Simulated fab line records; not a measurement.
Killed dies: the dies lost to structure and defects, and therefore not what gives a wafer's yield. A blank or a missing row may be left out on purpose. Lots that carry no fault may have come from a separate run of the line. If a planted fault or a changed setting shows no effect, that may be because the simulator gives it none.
fab line records :: flow sfqLine
[record]
  lots = 5
  wafers = 15
  lastDay = 97
route steps=325 shown M6@251
lots that met no fault: taken from a fault-free run of the same line
startH: the number of hours between the record's first day and the start of the first shown wafer of the lot :: waitH: hours from the lot's prior step to this one :: " unchanged from the row above :: L1.1+2: one row covering several wafers at once :: - no value, or no start given :: * or withheld: withheld :: < > ~ a bound
route shown NAME@n: NAME is a module with steps in the file, n the number in the route of the first one :: usual: mean/standard deviation of fault-free wafers :: same: alike in all rows :: chamber/n: place in a boat :: sites: each site's reading :: _std_site: their standard deviation :: _edge_site: the outer-site mean with the inner-site mean subtracted :: radiusMm: how far each site lies from the wafer's centre :: mask NAME#n: copy n :: behind: tool/chamber where the wafer was last shaped :: hold: what put the lot on hold/how long, in hours/how the hold closed :: device: whichever transistor did not switch (one of n, p or np) :: end of line: at the end of the route, the tests of the same wafers :: where a step has no rows: the recipe by itself :: killed: not the wafer's yield, but the dies lost to structure and defects at the first sort :: map: per-die view of a wafer (x killed, . not killed, _ where there is no die)
set.NAME: setting as actually run; set.NAME@STEP: the setting as run at that earlier step :: model.NAME: the simulator's own value behind a step, which no gauge read
certain route steps with their lots: each step a table, each wafer a row
services: a tool's chamber out of use, with start hour (startH, from the record's first day; less than 0 if before it), hours out, and reason
[[steps]]
[step SFQ_TRILAYER_M6_DEP_PRE_CLEAN_158]
[recipe]
  gas = Ar
  timeS = 22.5
  biasV = 250
[step SFQ_TRILAYER_M6_DEP_SPUTTER_157]
[recipe]
  material = Nb
  basePressurePa = 1.33e-06
  chamberPressurePa = 0.1333
  substrateTempC = 20
  targetThkNm = 200
  powerW = 2000
  timeS = 133.3
[usual]
  throttleValvePct = 29.9/1.2
lot.wafer: L812.2
tool: pvdSputter-03
chamber: -
startH: 1849.29
waitH: 0.0
throttleValvePct: 29.9

lot.wafer: L812.4
tool: pvdSputter-03
chamber: -
startH: 1849.29
waitH: 0.0
throttleValvePct: 31.0

lot.wafer: L812.5
tool: pvdSputter-03
chamber: -
startH: 1849.29
waitH: 0.0
throttleValvePct: 31.2

lot.wafer: L814.1
tool: pvdSputter-06
chamber: -
startH: 1868.45
waitH: 0.0
throttleValvePct: 28.4

lot.wafer: L814.2
tool: pvdSputter-06
chamber: -
startH: 1868.45
waitH: 0.0
throttleValvePct: 28.7

lot.wafer: L814.6
tool: pvdSputter-06
chamber: -
startH: 1868.45
waitH: 0.0
throttleValvePct: 28.2

lot.wafer: L821.1
tool: pvdSputter-03
chamber: -
startH: 1930.85
waitH: 0.0
throttleValvePct: 30.2

lot.wafer: L821.5
tool: pvdSputter-03
chamber: -
startH: 1930.85
waitH: 0.0
throttleValvePct: 31.1

lot.wafer: L821.6
tool: pvdSputter-03
chamber: -
startH: 1930.85
waitH: 0.0
throttleValvePct: 30.1

lot.wafer: L822.1
tool: pvdSputter-05
chamber: -
startH: 1939.25
waitH: 0.0
throttleValvePct: 31.5

lot.wafer: L822.2
tool: pvdSputter-05
chamber: -
startH: 1939.25
waitH: 0.0
throttleValvePct: 29.4

lot.wafer: L822.4
tool: pvdSputter-05
chamber: -
startH: 1939.25
waitH: 0.0
throttleValvePct: 30.6

lot.wafer: L828.2
tool: pvdSputter-03
chamber: -
startH: 2043.77
waitH: 0.0
throttleValvePct: 31.0

lot.wafer: L828.3
tool: pvdSputter-03
chamber: -
startH: 2043.77
waitH: 0.0
throttleValvePct: 28.6

lot.wafer: L828.4
tool: pvdSputter-03
chamber: -
startH: 2043.77
waitH: 0.0
throttleValvePct: 29.7
[step SFQ_M6_RS_MEAS_938]
[recipe]
  thkMeasGauge = four-point-probe
  reads = Nb_of_TRILAYER_M6_DEP_SPUTTER_157
[usual]
  M6_NB_RS = 0.887/0.0092
lot.wafer: L812.2
tool: filmMetro-04
chamber: -
startH: 1849.40
waitH: 0.1
M6_NB_RS[ohm/sq]: 0.888

lot.wafer: L812.4
tool: filmMetro-04
chamber: -
startH: 1849.40
waitH: 0.1
M6_NB_RS[ohm/sq]: 0.869

lot.wafer: L812.5
tool: filmMetro-04
chamber: -
startH: 1849.40
waitH: 0.1
M6_NB_RS[ohm/sq]: 0.871

lot.wafer: L814.1
tool: filmMetro-03
chamber: -
startH: 1868.54
waitH: 0.0
M6_NB_RS[ohm/sq]: 0.879

lot.wafer: L814.2
tool: filmMetro-03
chamber: -
startH: 1868.54
waitH: 0.0
M6_NB_RS[ohm/sq]: 0.881

lot.wafer: L814.6
tool: filmMetro-03
chamber: -
startH: 1868.54
waitH: 0.0
M6_NB_RS[ohm/sq]: 0.882

lot.wafer: L821.1
tool: filmMetro-04
chamber: -
startH: 1930.94
waitH: 0.0
M6_NB_RS[ohm/sq]: 0.887

lot.wafer: L821.5
tool: filmMetro-04
chamber: -
startH: 1930.94
waitH: 0.0
M6_NB_RS[ohm/sq]: 0.888

lot.wafer: L821.6
tool: filmMetro-04
chamber: -
startH: 1930.94
waitH: 0.0
M6_NB_RS[ohm/sq]: 0.900

lot.wafer: L822.1
tool: filmMetro-04
chamber: -
startH: 1939.34
waitH: 0.0
M6_NB_RS[ohm/sq]: 0.881

lot.wafer: L822.2
tool: filmMetro-04
chamber: -
startH: 1939.34
waitH: 0.0
M6_NB_RS[ohm/sq]: 0.865

lot.wafer: L822.4
tool: filmMetro-04
chamber: -
startH: 1939.34
waitH: 0.0
M6_NB_RS[ohm/sq]: 0.878

lot.wafer: L828.2
tool: filmMetro-04
chamber: -
startH: 2043.88
waitH: 0.1
M6_NB_RS[ohm/sq]: 0.875

lot.wafer: L828.3
tool: filmMetro-04
chamber: -
startH: 2043.88
waitH: 0.1
M6_NB_RS[ohm/sq]: 0.873

lot.wafer: L828.4
tool: filmMetro-04
chamber: -
startH: 2043.88
waitH: 0.1
M6_NB_RS[ohm/sq]: 0.876
[step SFQ_TRILAYER_M6_LITHO_COAT_164]
[recipe]
  resist = BARC
  spinRpm = 3000
  resistThkNm = 60.96
[step SFQ_TRILAYER_M6_LITHO_COAT_159]
[recipe]
  resist = KrF
  spinRpm = 3000
  resistThkNm = 600
[step SFQ_TRILAYER_M6_LITHO_SOFTBAKE_163]
[recipe]
  tempC = withheld
  timeS = withheld
  resist = KrF
[step SFQ_TRILAYER_M6_LITHO_EXPOSE_160]
[recipe]
  maskId = M6
  na = 0.6
  sourceShape = conventional
  sigmaOuter = 0.65
  targetCdNm = 500
  doseMj = 14.4
[step SFQ_TRILAYER_M6_LITHO_PEB_162]
[recipe]
  pebTempC = 115
  pebTimeS = 60
  resist = KrF
[step SFQ_TRILAYER_M6_LITHO_DEVELOP_161]
[recipe]
  timeS = 60
  resist = KrF
[step SFQ_M6_OVL_MEAS_940]
[usual]
  M6_OVL = 2/5
lot.wafer: L812.2
tool: overlay-02
chamber: -
startH: 1853.16
waitH: 0.1
M6_OVL[nm]: 9

lot.wafer: L812.4
tool: overlay-02
chamber: -
startH: 1853.16
waitH: 0.1
M6_OVL[nm]: 8

lot.wafer: L812.5
tool: overlay-02
chamber: -
startH: 1853.16
waitH: 0.1
M6_OVL[nm]: 2

lot.wafer: L814.1
tool: overlay-02
chamber: -
startH: 1872.32
waitH: 0.1
M6_OVL[nm]: 0

lot.wafer: L814.2
tool: overlay-02
chamber: -
startH: 1872.32
waitH: 0.1
M6_OVL[nm]: 11

lot.wafer: L814.6
tool: overlay-02
chamber: -
startH: 1872.32
waitH: 0.1
M6_OVL[nm]: 1

lot.wafer: L821.1
tool: overlay-01
chamber: -
startH: 1937.12
waitH: 0.1
M6_OVL[nm]: -6

lot.wafer: L821.5
tool: overlay-01
chamber: -
startH: 1937.12
waitH: 0.1
M6_OVL[nm]: 0

lot.wafer: L821.6
tool: overlay-01
chamber: -
startH: 1937.12
waitH: 0.1
M6_OVL[nm]: 4

lot.wafer: L822.1
tool: overlay-01
chamber: -
startH: 1947.92
waitH: 0.1
M6_OVL[nm]: 0

lot.wafer: L822.2
tool: overlay-01
chamber: -
startH: 1947.92
waitH: 0.1
M6_OVL[nm]: -6

lot.wafer: L822.4
tool: overlay-01
chamber: -
startH: 1947.92
waitH: 0.1
M6_OVL[nm]: -5

lot.wafer: L828.2
tool: overlay-02
chamber: -
startH: 2047.44
waitH: 0.1
M6_OVL[nm]: 1

lot.wafer: L828.3
tool: overlay-02
chamber: -
startH: 2047.44
waitH: 0.1
M6_OVL[nm]: -3

lot.wafer: L828.4
tool: overlay-02
chamber: -
startH: 2047.44
waitH: 0.1
M6_OVL[nm]: 0
[step SFQ_TRILAYER_M6_BARC_OPEN_METAL_ETCH_206]
[recipe]
  maskMaterial = PR
  chemistry = O2
  targetDepthNm = 125
  target = BARC
  icpW = 600
  biasW = 80
  pressureMtorr = 10
  timeS = 41.7
[usual]
  drypumpMotorCurrentA = 5.7/0.46
  oesProductAu = 0.680/0.005
  runLengthS = 70.2/0.78
lot.wafer: L812.2
tool: rieMetal-01
chamber: 1
startH: 1853.19
waitH: 0.0
drypumpMotorCurrentA: 5.4
oesProductAu: 0.670
rfHoursCounterH: 84
runLengthS: 69.6

lot.wafer: L812.4
tool: rieMetal-01
chamber: 0
startH: 1853.19
waitH: 0.0
drypumpMotorCurrentA: 5.9
oesProductAu: 0.683
rfHoursCounterH: -
runLengthS: 70.2

lot.wafer: L812.5
tool: rieMetal-01
chamber: 1
startH: 1853.19
waitH: 0.0
drypumpMotorCurrentA: 5.3
oesProductAu: 0.677
rfHoursCounterH: -
runLengthS: 69.5

lot.wafer: L814.1
tool: rieMetal-01
chamber: 1
startH: 1872.36
waitH: 0.0
drypumpMotorCurrentA: 5.3
oesProductAu: 0.685
rfHoursCounterH: 87
runLengthS: 69.9

lot.wafer: L814.2
tool: rieMetal-01
chamber: 0
startH: 1872.36
waitH: 0.0
drypumpMotorCurrentA: 5.9
oesProductAu: 0.683
rfHoursCounterH: 111
runLengthS: 71.1

lot.wafer: L814.6
tool: rieMetal-01
chamber: 1
startH: 1872.36
waitH: 0.0
drypumpMotorCurrentA: 5.4
oesProductAu: 0.681
rfHoursCounterH: -
runLengthS: 69.9

lot.wafer: L821.1
tool: rieMetal-01
chamber: 0
startH: 1937.16
waitH: 0.0
drypumpMotorCurrentA: 5.9
oesProductAu: 0.675
rfHoursCounterH: 124
runLengthS: 70.6

lot.wafer: L821.5
tool: rieMetal-01
chamber: 1
startH: 1937.16
waitH: 0.0
drypumpMotorCurrentA: 5.4
oesProductAu: 0.681
rfHoursCounterH: -
runLengthS: 69.5

lot.wafer: L821.6
tool: rieMetal-01
chamber: 0
startH: 1937.16
waitH: 0.0
drypumpMotorCurrentA: 5.9
oesProductAu: 0.676
rfHoursCounterH: -
runLengthS: 70.1

lot.wafer: L822.1
tool: rieMetal-03
chamber: 1
startH: 1947.96
waitH: 0.0
drypumpMotorCurrentA: 4.8
oesProductAu: 0.681
rfHoursCounterH: 114
runLengthS: 70.4

lot.wafer: L822.2
tool: rieMetal-03
chamber: 0
startH: 1947.96
waitH: 0.0
drypumpMotorCurrentA: 5.5
oesProductAu: 0.677
rfHoursCounterH: 53
runLengthS: 69.8

lot.wafer: L822.4
tool: rieMetal-03
chamber: 1
startH: 1947.96
waitH: 0.0
drypumpMotorCurrentA: 4.8
oesProductAu: 0.682
rfHoursCounterH: -
runLengthS: 70.4

lot.wafer: L828.2
tool: rieMetal-03
chamber: 0
startH: 2047.47
waitH: 0.0
drypumpMotorCurrentA: 5.6
oesProductAu: 0.677
rfHoursCounterH: 65
runLengthS: 69.8

lot.wafer: L828.3
tool: rieMetal-03
chamber: 0
startH: 2047.47
waitH: 0.0
drypumpMotorCurrentA: 5.5
oesProductAu: 0.679
rfHoursCounterH: -
runLengthS: 70.1

lot.wafer: L828.4
tool: rieMetal-03
chamber: 1
startH: 2047.47
waitH: 0.0
drypumpMotorCurrentA: 4.8
oesProductAu: 0.683
rfHoursCounterH: -
runLengthS: 70.2
[step SFQ_TRILAYER_M6_ETCH_METAL_ETCH_162]
[recipe]
  target = Nb
  stopOn = SiO2
  maskMaterial = PR
  chemistry = Cl2/Ar
  targetDepthNm = 240
  icpW = 600
  biasW = 80
  pressureMtorr = 10
  timeS = 120
[usual]
  drypumpMotorCurrentA = 5.7/0.45
  oesProductAu = 0.895/0.0065
  runLengthS = 148.5/0.75
lot.wafer: L812.2
tool: rieMetal-01
chamber: 1
startH: 1853.25
waitH: 0.0
drypumpMotorCurrentA: 5.4
oesProductAu: 0.894
rfHoursCounterH: 84
runLengthS: 147.9
model.KrF_of_TRILAYER_M6_LITHO_COAT_159.thkNm: 386.2
model.SiO2_of_TRILAYER_A5C_DEP_PECVD_142.thkNm: 61.13
model.M6.featureDepthNm: 200.5

lot.wafer: L812.4
tool: rieMetal-01
chamber: 0
startH: 1853.25
waitH: 0.0
drypumpMotorCurrentA: 5.9
oesProductAu: 0.903
rfHoursCounterH: -
runLengthS: 148.7
model.KrF_of_TRILAYER_M6_LITHO_COAT_159.thkNm: 382.4
model.SiO2_of_TRILAYER_A5C_DEP_PECVD_142.thkNm: 62.56
model.M6.featureDepthNm: 204.3

lot.wafer: L812.5
tool: rieMetal-01
chamber: 1
startH: 1853.25
waitH: 0.0
drypumpMotorCurrentA: 5.4
oesProductAu: 0.907
rfHoursCounterH: -
runLengthS: 148.1
model.KrF_of_TRILAYER_M6_LITHO_COAT_159.thkNm: 384.5
model.SiO2_of_TRILAYER_A5C_DEP_PECVD_142.thkNm: 61.88
model.M6.featureDepthNm: 204.3

lot.wafer: L814.1
tool: rieMetal-01
chamber: 1
startH: 1872.42
waitH: 0.0
drypumpMotorCurrentA: 5.3
oesProductAu: 0.899
rfHoursCounterH: 87
runLengthS: 148.1
model.KrF_of_TRILAYER_M6_LITHO_COAT_159.thkNm: 384.5
model.SiO2_of_TRILAYER_A5C_DEP_PECVD_142.thkNm: 61.71
model.M6.featureDepthNm: 202.7

lot.wafer: L814.2
tool: rieMetal-01
chamber: 0
startH: 1872.42
waitH: 0.0
drypumpMotorCurrentA: 5.9
oesProductAu: 0.902
rfHoursCounterH: 111
runLengthS: 148.6
model.KrF_of_TRILAYER_M6_LITHO_COAT_159.thkNm: 383.1
model.SiO2_of_TRILAYER_A5C_DEP_PECVD_142.thkNm: 61.26
model.M6.featureDepthNm: 202.4

lot.wafer: L814.6
tool: rieMetal-01
chamber: 1
startH: 1872.42
waitH: 0.0
drypumpMotorCurrentA: 5.4
oesProductAu: 0.895
rfHoursCounterH: -
runLengthS: 148.1
model.KrF_of_TRILAYER_M6_LITHO_COAT_159.thkNm: 384.8
model.SiO2_of_TRILAYER_A5C_DEP_PECVD_142.thkNm: 63.26
model.M6.featureDepthNm: 201.7

lot.wafer: L821.1
tool: rieMetal-01
chamber: 0
startH: 1937.22
waitH: 0.0
drypumpMotorCurrentA: 5.9
oesProductAu: 0.898
rfHoursCounterH: 124
runLengthS: 148.5
model.KrF_of_TRILAYER_M6_LITHO_COAT_159.thkNm: 378.1
model.SiO2_of_TRILAYER_A5C_DEP_PECVD_142.thkNm: 61.71
model.M6.featureDepthNm: 200.9

lot.wafer: L821.5
tool: rieMetal-01
chamber: 1
startH: 1937.22
waitH: 0.0
drypumpMotorCurrentA: 5.3
oesProductAu: 0.770
rfHoursCounterH: -
runLengthS: 182.7
model.KrF_of_TRILAYER_M6_LITHO_COAT_159.thkNm: 343.9
model.SiO2_of_TRILAYER_A5C_DEP_PECVD_142.thkNm: 55.27
model.M6.featureDepthNm: 207.2

lot.wafer: L821.6
tool: rieMetal-01
chamber: 0
startH: 1937.22
waitH: 0.0
drypumpMotorCurrentA: 5.9
oesProductAu: 0.889
rfHoursCounterH: -
runLengthS: 148.9
model.KrF_of_TRILAYER_M6_LITHO_COAT_159.thkNm: 380.2
model.SiO2_of_TRILAYER_A5C_DEP_PECVD_142.thkNm: 62.8
model.M6.featureDepthNm: 198

lot.wafer: L822.1
tool: rieMetal-03
chamber: 1
startH: 1948.02
waitH: 0.0
drypumpMotorCurrentA: 4.8
oesProductAu: 0.903
rfHoursCounterH: 114
runLengthS: 148.4
model.KrF_of_TRILAYER_M6_LITHO_COAT_159.thkNm: 382.6
model.SiO2_of_TRILAYER_A5C_DEP_PECVD_142.thkNm: 61.72
model.M6.featureDepthNm: 202.3

lot.wafer: L822.2
tool: rieMetal-03
chamber: 0
startH: 1948.02
waitH: 0.0
drypumpMotorCurrentA: 5.5
oesProductAu: 0.902
rfHoursCounterH: 53
runLengthS: 148.0
model.KrF_of_TRILAYER_M6_LITHO_COAT_159.thkNm: 382
model.SiO2_of_TRILAYER_A5C_DEP_PECVD_142.thkNm: 61.99
model.M6.featureDepthNm: 205.2

lot.wafer: L822.4
tool: rieMetal-03
chamber: 1
startH: 1948.02
waitH: 0.0
drypumpMotorCurrentA: 4.9
oesProductAu: 0.900
rfHoursCounterH: -
runLengthS: 148.2
model.KrF_of_TRILAYER_M6_LITHO_COAT_159.thkNm: 385.1
model.SiO2_of_TRILAYER_A5C_DEP_PECVD_142.thkNm: 63.5
model.M6.featureDepthNm: 202.6

lot.wafer: L828.2
tool: rieMetal-03
chamber: 0
startH: 2047.53
waitH: 0.0
drypumpMotorCurrentA: 5.6
oesProductAu: 0.903
rfHoursCounterH: 65
runLengthS: 148.7
model.KrF_of_TRILAYER_M6_LITHO_COAT_159.thkNm: 379.7
model.SiO2_of_TRILAYER_A5C_DEP_PECVD_142.thkNm: 60.97
model.M6.featureDepthNm: 203.6

lot.wafer: L828.3
tool: rieMetal-03
chamber: 0
startH: 2047.53
waitH: 0.0
drypumpMotorCurrentA: 5.6
oesProductAu: 0.898
rfHoursCounterH: -
runLengthS: 148.0
model.KrF_of_TRILAYER_M6_LITHO_COAT_159.thkNm: 380
model.SiO2_of_TRILAYER_A5C_DEP_PECVD_142.thkNm: 62.11
model.M6.featureDepthNm: 204.2

lot.wafer: L828.4
tool: rieMetal-03
chamber: 1
startH: 2047.53
waitH: 0.0
drypumpMotorCurrentA: 4.8
oesProductAu: 0.902
rfHoursCounterH: -
runLengthS: 148.0
model.KrF_of_TRILAYER_M6_LITHO_COAT_159.thkNm: 383.2
model.SiO2_of_TRILAYER_A5C_DEP_PECVD_142.thkNm: 63.45
model.M6.featureDepthNm: 203.8
[step SFQ_TRILAYER_M6_STRIP_STRIP_163]
[recipe]
  gas = O2
  powerW = 200
  platenTempC = 40
  overashFraction = 0.65
  chemistry = O2
  pressureMtorr = 50
[usual]
  drypumpMotorCurrentA = 5.7/0.46
  oesProductAu = 0.999/0.0076
lot.wafer: L812.2
tool: rieMetal-01
chamber: 1
startH: 1853.38
waitH: 0.1
drypumpMotorCurrentA: 5.4
oesProductAu: 0.999
rfHoursCounterH: 84

lot.wafer: L812.4
tool: rieMetal-01
chamber: 0
startH: 1853.38
waitH: 0.1
drypumpMotorCurrentA: 5.9
oesProductAu: 1.001
rfHoursCounterH: -

lot.wafer: L812.5
tool: rieMetal-01
chamber: 1
startH: 1853.38
waitH: 0.1
drypumpMotorCurrentA: 5.4
oesProductAu: 0.996
rfHoursCounterH: -

lot.wafer: L814.1
tool: rieMetal-01
chamber: 1
startH: 1872.54
waitH: 0.1
drypumpMotorCurrentA: 5.4
oesProductAu: 1.004
rfHoursCounterH: 87

lot.wafer: L814.2
tool: rieMetal-01
chamber: 0
startH: 1872.54
waitH: 0.1
drypumpMotorCurrentA: 5.9
oesProductAu: 1.000
rfHoursCounterH: 111

lot.wafer: L814.6
tool: rieMetal-01
chamber: 1
startH: 1872.54
waitH: 0.1
drypumpMotorCurrentA: 5.4
oesProductAu: 0.998
rfHoursCounterH: -

lot.wafer: L821.1
tool: rieMetal-01
chamber: 0
startH: 1937.34
waitH: 0.1
drypumpMotorCurrentA: 5.9
oesProductAu: 1.009
rfHoursCounterH: 124

lot.wafer: L821.5
tool: rieMetal-01
chamber: 1
startH: 1937.34
waitH: 0.1
drypumpMotorCurrentA: 5.3
oesProductAu: 0.995
rfHoursCounterH: -

lot.wafer: L821.6
tool: rieMetal-01
chamber: 0
startH: 1937.34
waitH: 0.1
drypumpMotorCurrentA: 5.9
oesProductAu: 1.011
rfHoursCounterH: -

lot.wafer: L822.1
tool: rieMetal-03
chamber: 1
startH: 1948.14
waitH: 0.1
drypumpMotorCurrentA: 4.8
oesProductAu: 0.989
rfHoursCounterH: 114

lot.wafer: L822.2
tool: rieMetal-03
chamber: 0
startH: 1948.14
waitH: 0.1
drypumpMotorCurrentA: 5.5
oesProductAu: 0.999
rfHoursCounterH: 53

lot.wafer: L822.4
tool: rieMetal-03
chamber: 1
startH: 1948.14
waitH: 0.1
drypumpMotorCurrentA: 4.8
oesProductAu: 0.989
rfHoursCounterH: -

lot.wafer: L828.2
tool: rieMetal-03
chamber: 0
startH: 2047.66
waitH: 0.1
drypumpMotorCurrentA: 5.6
oesProductAu: 0.992
rfHoursCounterH: 65

lot.wafer: L828.3
tool: rieMetal-03
chamber: 0
startH: 2047.66
waitH: 0.1
drypumpMotorCurrentA: 5.5
oesProductAu: 0.994
rfHoursCounterH: -

lot.wafer: L828.4
tool: rieMetal-03
chamber: 1
startH: 2047.66
waitH: 0.1
drypumpMotorCurrentA: 4.8
oesProductAu: 0.986
rfHoursCounterH: -
[[services]]
tool: pvdSputter-06
chamber: 0
startH: 1875.80
hours: -
kind: consumableReplace:kit

tool: pvdSputter-06
chamber: 0
startH: 1875.80
hours: 18.0
kind: scheduledDown

tool: pvdSputter-06
chamber: 0
startH: 1875.80
hours: 18.0
kind: ventCycle

tool: pvdSputter-06
chamber: -
startH: 1899.58
hours: 1.2
kind: repair

tool: pvdSputter-05
chamber: -
startH: 1911.50
hours: 4.3
kind: repair

tool: rieMetal-03
chamber: -
startH: 1934.81
hours: 0.6
kind: repair

tool: rieMetal-01
chamber: 0
startH: 1992.82
hours: -
kind: clean

tool: rieMetal-01
chamber: 0
startH: 1992.82
hours: 18.3
kind: scheduledDown

tool: rieMetal-01
chamber: 0
startH: 1992.82
hours: 18.3
kind: ventCycle

tool: pvdSputter-05
chamber: -
startH: 1993.85
hours: 2.5
kind: repair

tool: pvdSputter-06
chamber: -
startH: 1996.42
hours: 7.7
kind: repair

tool: rieMetal-01
chamber: -
startH: 2006.24
hours: 2.8
kind: pm

tool: pvdSputter-05
chamber: -
startH: 2015.23
hours: 3.3
kind: repair

tool: rieMetal-01
chamber: -
startH: 2032.17
hours: 2.1
kind: repair

tool: pvdSputter-05
chamber: 2
startH: 2043.19
hours: -
kind: consumableReplace:kit

tool: pvdSputter-05
chamber: 2
startH: 2043.19
hours: 18.0
kind: scheduledDown

tool: pvdSputter-05
chamber: 2
startH: 2043.19
hours: 18.0
kind: ventCycle
[[key]]
[firstSign]
  step = SFQ_TRILAYER_M6_ETCH_METAL_ETCH_162
  reading = runLengthS
  direction = up
  sigmas = 46
  usual = *
  struck = *
[effect]
  step = SFQ_TRILAYER_M6_ETCH_METAL_ETCH_162
  reading = oesProductAu
  direction = down
  sigmas = 19
  usual = 0.895
  struck = 0.770
[modelEffect]
  step = SFQ_TRILAYER_M6_ETCH_METAL_ETCH_162
  value = KrF_of_TRILAYER_M6_LITHO_COAT_159.thkNm
  without = 384.4
  struck = 343.9
metAt SFQ_TRILAYER_M6_ETCH_METAL_ETCH_162
struckWafers L821.5
onsetBetween 1872.42 1937.22
[fault]
  kind = processParameterDrift
  tool = rieMetal-01
  chamber = 1
  onsetH = 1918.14
  steps = SFQ_TRILAYER_M6_ETCH_METAL_ETCH_162
  channel = timeS
  offset = *
  shape = step
  endH = 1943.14
  actsIn = *
  stated = *
